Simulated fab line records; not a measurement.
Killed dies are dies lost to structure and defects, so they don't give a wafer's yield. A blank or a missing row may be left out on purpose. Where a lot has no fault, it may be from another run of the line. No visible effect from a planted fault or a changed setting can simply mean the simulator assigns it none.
One fault through the eyes of 2 desks + flow sky130 + only its own numbers are on each desk; what lay behind them is given at the end

FROM THE METROLOGY DESK
What the gauges read for every lot (on any tool): the sampled wafers with a number, averaged. A lot is out of limits, marked OUT, if its mean lies more than 4 standard deviations from the usual mean; the brackets give that distance.
Columns: A = NWELL_2_TW at SKY_NWELL_TW_MEAS_26, usual 496; B = PWDE_RS at SKY_NWELL_RS_MEAS_31, usual 5275 ohm/sq; C = VT_ADJUST_HVTP_OVL at SKY_VT_ADJUST_HVTP_OVL_MEAS_08, usual 1.0 nm
| lot  | first seen here | A             | B    | C    |
|------|-----------------|---------------|------|------|
| L329 | day 5 08:10     | 499           | 5270 | 0.2  |
| L330 | day 5 15:22     | 495           | 5266 | -0.2 |
| L331 | day 5 22:56     | 493           | 5262 | 0.4  |
| L332 | day 6 03:16     | 496           | 5295 | 2.4  |
| L333 | day 6 07:32     | 493           | 5295 | 0.1  |
| L334 | day 6 15:05     | 495           | 5275 | 0.8  |
| L336 | day 7 01:31     | 494           | 5281 | 0.3  |
| L343 | day 8 22:52     | 830 (+98) OUT | 5265 | 1.5  |
| L344 | day 9 03:12     | 817 (+94) OUT | 5291 | 3.0  |
| L345 | day 9 16:28     | 829 (+98) OUT | 5279 | 0.7  |
| L350 | day 11 06:40    | 499           | 5265 | -0.1 |
| L351 | day 11 14:13    | 498           | 5304 | 0.6  |
Finding of this desk: L343, L344, L345 out of limits, first seen on L343 at day 8 22:52 (NWELL_2_TW at SKY_NWELL_TW_MEAS_26). L329, L330, L331, L332, L333, L334, L336, L350, L351: within limits.

DESK OF THE TOOL OWNER: implanter-04
The tool's own readings at SKY_NWELL_IMPLANT_24, given as means over the sampled wafers that have a number, one for each lot that went through this tool. A lot is out of limits, marked OUT, if its mean lies more than 4 standard deviations from the usual mean; the brackets give that distance.
Columns: A = doseIonsCm2 at SKY_NWELL_IMPLANT_24, usual 9.2e+12; B = faradayCurrentUA at SKY_NWELL_IMPLANT_24, usual 51.8
| lot  | first seen here | A                         | B                       |
|------|-----------------|---------------------------|-------------------------|
| L331 | day 5 22:43     | 9.2e+12                   | 51.7                    |
| L336 | day 7 01:16     | 9.2e+12                   | 52.7                    |
| L343 | day 8 22:37     | 4.6e+13 (+99 or more) OUT | 256.9 (+99 or more) OUT |
| L344 | day 9 02:58     | 4.6e+13 (+99 or more) OUT | 259.9 (+99 or more) OUT |
| L345 | day 9 16:13     | 4.6e+13 (+99 or more) OUT | 259.3 (+99 or more) OUT |
This desk's finding: out of limits on L343, L344, L345; first on L343, day 8 22:37 (doseIonsCm2 at SKY_NWELL_IMPLANT_24). L331, L336: within limits.

TAKEN TOGETHER
At day 8 22:37, on L343, L344, L345, the tool owner's desk was in a position to raise an alarm.
At day 8 22:52 the metrology desk could have sounded an alarm, on L343, L344, L345.
Of the lots named, all ran SKY_NWELL_IMPLANT_24 on implanter-04.

WHAT THE SIMULATOR HAD INSERTED
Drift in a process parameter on implanter-04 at SKY_NWELL_IMPLANT_24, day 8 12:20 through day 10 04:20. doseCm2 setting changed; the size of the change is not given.
Lots struck among those shown: L343, L344, L345.
Delay (hours) between the fault's onset and each desk's first out-of-limits reading: 10 at the tool owner's desk, 11 at the metrology desk.
